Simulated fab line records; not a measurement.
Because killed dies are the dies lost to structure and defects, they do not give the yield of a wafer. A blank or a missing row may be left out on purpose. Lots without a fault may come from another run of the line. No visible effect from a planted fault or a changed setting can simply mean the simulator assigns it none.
What tool caused it? || flow sky130 || 12 lots with 36 wafers sampled at 4 steps, on a route of 708 steps

== WHAT EACH GAUGE READ, for each wafer ==
SKY_METAL4_OVL_MEAS_14. Usual: METAL4_OVL typically reads 1 nm, with standard deviation 5.
{"lot": "L711", "measured": "day 42 06:09", "on": "overlay-01", "METAL4_OVL (nm)": "8 13 0", "flag": ""}
{"lot": "L713", "measured": "day 42 07:54", "on": "overlay-01", "METAL4_OVL (nm)": "1 -1 9", "flag": ""}
{"lot": "L717", "measured": "day 43 12:57", "on": "overlay-01", "METAL4_OVL (nm)": "4 -2 4", "flag": ""}
{"lot": "L716", "measured": "day 43 14:23", "on": "overlay-02", "METAL4_OVL (nm)": "-9 -3 -1", "flag": ""}
{"lot": "L718", "measured": "day 43 21:12", "on": "overlay-01", "METAL4_OVL (nm)": "10 -4 3", "flag": ""}
{"lot": "L720", "measured": "day 44 07:50", "on": "overlay-02", "METAL4_OVL (nm)": "4 -9 -3", "flag": ""}
{"lot": "L727", "measured": "day 45 19:34", "on": "overlay-01", "METAL4_OVL (nm)": "3 -5 2", "flag": ""}
{"lot": "L728", "measured": "day 46 14:21", "on": "overlay-01", "METAL4_OVL (nm)": "-1 0 0", "flag": ""}
{"lot": "L729", "measured": "day 46 15:28", "on": "overlay-01", "METAL4_OVL (nm)": "-9 2 1", "flag": ""}
{"lot": "L730", "measured": "day 46 21:58", "on": "overlay-01", "METAL4_OVL (nm)": "-3 7 5", "flag": ""}
{"lot": "L732", "measured": "day 47 10:51", "on": "overlay-02", "METAL4_OVL (nm)": "8 1 -2", "flag": ""}
{"lot": "L733", "measured": "day 47 14:07", "on": "overlay-01", "METAL4_OVL (nm)": "-2 4 -3", "flag": ""}

SKY_VIA4_THK_MEAS_01. Usual: VIA4_HDPCVD_THK typically reads 1755 nm, with standard deviation 23.
{"lot": "L711", "measured": "day 42 07:23", "on": "film metro-04", "VIA4_HDPCVD_THK (nm)": "1741 1776 1808", "flag": ""}
{"lot": "L713", "measured": "day 42 09:10", "on": "film metro-02", "VIA4_HDPCVD_THK (nm)": "1783 1773 1779", "flag": ""}
{"lot": "L717", "measured": "day 43 14:05", "on": "film metro-02", "VIA4_HDPCVD_THK (nm)": "1714 1730 1738", "flag": ""}
{"lot": "L716", "measured": "day 43 15:31", "on": "film metro-04", "VIA4_HDPCVD_THK (nm)": "1179 1731 1740", "flag": "OFF"}
{"lot": "L718", "measured": "day 43 22:20", "on": "film metro-03", "VIA4_HDPCVD_THK (nm)": "1760 1736 1768", "flag": ""}
{"lot": "L720", "measured": "day 44 09:07", "on": "film metro-03", "VIA4_HDPCVD_THK (nm)": "1713 1734 1758", "flag": ""}
{"lot": "L727", "measured": "day 45 20:47", "on": "film metro-04", "VIA4_HDPCVD_THK (nm)": "1754 1767 1730", "flag": ""}
{"lot": "L728", "measured": "day 46 15:54", "on": "film metro-04", "VIA4_HDPCVD_THK (nm)": "1791 1740 1767", "flag": ""}
{"lot": "L729", "measured": "day 46 16:36", "on": "film metro-03", "VIA4_HDPCVD_THK (nm)": "1743 1800 1726", "flag": ""}
{"lot": "L730", "measured": "day 46 23:08", "on": "film metro-02", "VIA4_HDPCVD_THK (nm)": "1783 1773 1764", "flag": ""}
{"lot": "L732", "measured": "day 47 11:59", "on": "film metro-03", "VIA4_HDPCVD_THK (nm)": "1768 1760 1746", "flag": ""}
{"lot": "L733", "measured": "day 47 15:14", "on": "film metro-04", "VIA4_HDPCVD_THK (nm)": "1733 1753 1761", "flag": ""}

== WHAT TOOL EACH LOT RAN ON (gives the tool, then ch and the chambers of the sampled wafers, and finally the start) ==
{"lot": "L711", "SKY_METAL4_ETCH_16": "rie metal-04 ch 0,1, day 42 06:13", "SKY_VIA4_HDPCVD_00": "hdpcvd-01 ch 0,1, day 42 07:11"}
{"lot": "L713", "SKY_METAL4_ETCH_16": "rie metal-02 ch 0,1, day 42 07:58", "SKY_VIA4_HDPCVD_00": "hdpcvd-02 ch 1,2, day 42 08:59"}
{"lot": "L717", "SKY_METAL4_ETCH_16": "rie metal-04 ch 0,1, day 43 13:01", "SKY_VIA4_HDPCVD_00": "hdpcvd-02 ch 0,2, day 43 13:54"}
{"lot": "L716", "SKY_METAL4_ETCH_16": "rie metal-03 ch 0,1, day 43 14:26", "SKY_VIA4_HDPCVD_00": "hdpcvd-02 ch 0,2, day 43 15:19"}
{"lot": "L718", "SKY_METAL4_ETCH_16": "rie metal-03 ch 0,1, day 43 21:16", "SKY_VIA4_HDPCVD_00": "hdpcvd-01 ch 0,1, day 43 22:09"}
{"lot": "L720", "SKY_METAL4_ETCH_16": "rie metal-04 ch 0, day 44 08:01", "SKY_VIA4_HDPCVD_00": "hdpcvd-01 ch 0,1,2, day 44 08:59"}
{"lot": "L727", "SKY_METAL4_ETCH_16": "rie metal-02 ch 0,1, day 45 19:38", "SKY_VIA4_HDPCVD_00": "hdpcvd-01 ch 1,2, day 45 20:31"}
{"lot": "L728", "SKY_METAL4_ETCH_16": "rie metal-03 ch 1, day 46 14:25", "SKY_VIA4_HDPCVD_00": "hdpcvd-01 ch 0,1, day 46 15:43"}
{"lot": "L729", "SKY_METAL4_ETCH_16": "rie metal-04 ch 0,1, day 46 15:32", "SKY_VIA4_HDPCVD_00": "hdpcvd-01 ch 0,1, day 46 16:25"}
{"lot": "L730", "SKY_METAL4_ETCH_16": "rie metal-03 ch 0,1, day 46 22:03", "SKY_VIA4_HDPCVD_00": "hdpcvd-02 ch 0,1,2, day 46 22:57"}
{"lot": "L732", "SKY_METAL4_ETCH_16": "rie metal-04 ch 0,1, day 47 10:55", "SKY_VIA4_HDPCVD_00": "hdpcvd-02 ch 0,2, day 47 11:49"}
{"lot": "L733", "SKY_METAL4_ETCH_16": "rie metal-04 ch 1, day 47 14:10", "SKY_VIA4_HDPCVD_00": "hdpcvd-02 ch 0,1, day 47 15:04"}
- SKY_METAL4_ETCH_16: etches BARC in N2/H2, stops on SiO2, time 88.2 s, target depth 60 nm.
- SKY_VIA4_HDPCVD_00: deposits SiO2, target thk 1750 nm, time 291.7 s.

== WHAT THE TOOLS THEMSELVES READ (means of the sampled wafers that have a number; where no wafer has one, the mark that the record gives instead) ==
SKY_METAL4_ETCH_16. Usual: chamber pressure mTorr 30.000 mTorr, standard deviation 0.025; drypump motor current A 5.72 A, standard deviation 0.23; oes product au 0.625 a.u., standard deviation 0.0051; throttle valve pct 13.205 %, standard deviation 0.0085.
{"lot": "L711", "tool": "rie metal-04", "chamber pressure mTorr (mTorr)": 29.992, "drypump motor current A (A)": 5.59, "oes product au (a.u.)": 0.623, "throttle valve pct (%)": 13.204, "flag": ""}
{"lot": "L713", "tool": "rie metal-02", "chamber pressure mTorr (mTorr)": 29.984, "drypump motor current A (A)": 5.60, "oes product au (a.u.)": 0.624, "throttle valve pct (%)": 13.210, "flag": ""}
{"lot": "L717", "tool": "rie metal-04", "chamber pressure mTorr (mTorr)": 30.007, "drypump motor current A (A)": 5.65, "oes product au (a.u.)": 0.628, "throttle valve pct (%)": 13.211, "flag": ""}
{"lot": "L716", "tool": "rie metal-03", "chamber pressure mTorr (mTorr)": 30.008, "drypump motor current A (A)": 5.76, "oes product au (a.u.)": 0.632, "throttle valve pct (%)": 13.211, "flag": ""}
{"lot": "L718", "tool": "rie metal-03", "chamber pressure mTorr (mTorr)": 30.001, "drypump motor current A (A)": 5.79, "oes product au (a.u.)": 0.623, "throttle valve pct (%)": 13.209, "flag": ""}
{"lot": "L720", "tool": "rie metal-04", "chamber pressure mTorr (mTorr)": 30.000, "drypump motor current A (A)": 5.71, "oes product au (a.u.)": 0.629, "throttle valve pct (%)": 13.199, "flag": ""}
{"lot": "L727", "tool": "rie metal-02", "chamber pressure mTorr (mTorr)": 30.001, "drypump motor current A (A)": 5.62, "oes product au (a.u.)": 0.627, "throttle valve pct (%)": 13.200, "flag": ""}
{"lot": "L728", "tool": "rie metal-03", "chamber pressure mTorr (mTorr)": 30.014, "drypump motor current A (A)": 5.84, "oes product au (a.u.)": 0.627, "throttle valve pct (%)": 13.196, "flag": ""}
{"lot": "L729", "tool": "rie metal-04", "chamber pressure mTorr (mTorr)": 30.022, "drypump motor current A (A)": 5.60, "oes product au (a.u.)": 0.623, "throttle valve pct (%)": 13.203, "flag": ""}
{"lot": "L730", "tool": "rie metal-03", "chamber pressure mTorr (mTorr)": 29.989, "drypump motor current A (A)": 5.72, "oes product au (a.u.)": 0.622, "throttle valve pct (%)": 13.200, "flag": ""}
{"lot": "L732", "tool": "rie metal-04", "chamber pressure mTorr (mTorr)": 30.017, "drypump motor current A (A)": 5.58, "oes product au (a.u.)": 0.630, "throttle valve pct (%)": 13.202, "flag": ""}
{"lot": "L733", "tool": "rie metal-04", "chamber pressure mTorr (mTorr)": 29.997, "drypump motor current A (A)": 5.54, "oes product au (a.u.)": 0.625, "throttle valve pct (%)": 13.214, "flag": ""}

== THE ANSWER, worked out from the rows above alone ==
Rule: a lot is off if the mean of its wafers that have a number lies more than 3 standard deviations from the usual mean. Also off: a lot with no number at a reading for which 4 or more lots have one. The other lots that the step has rows for count as sound. After the gauges, taken in route order, come the tools' own readings; for these a lot's mean is taken, as printed above. At the first step where some lot is off, the reading lying furthest off is the one used; lots without a number count as furthest.
Off: at SKY_VIA4_THK_MEAS_01 (VIA4_HDPCVD_THK), L716.
If a tool, at a process step before that reading, ran all the lots that are off and no sound lot after the first of them, it fits. The gauges at SKY_VIA4_THK_MEAS_01 are tried like those tools. Not one of the candidates tried fits.

== WHAT WAS PUT IN BY THE SIMULATOR ==
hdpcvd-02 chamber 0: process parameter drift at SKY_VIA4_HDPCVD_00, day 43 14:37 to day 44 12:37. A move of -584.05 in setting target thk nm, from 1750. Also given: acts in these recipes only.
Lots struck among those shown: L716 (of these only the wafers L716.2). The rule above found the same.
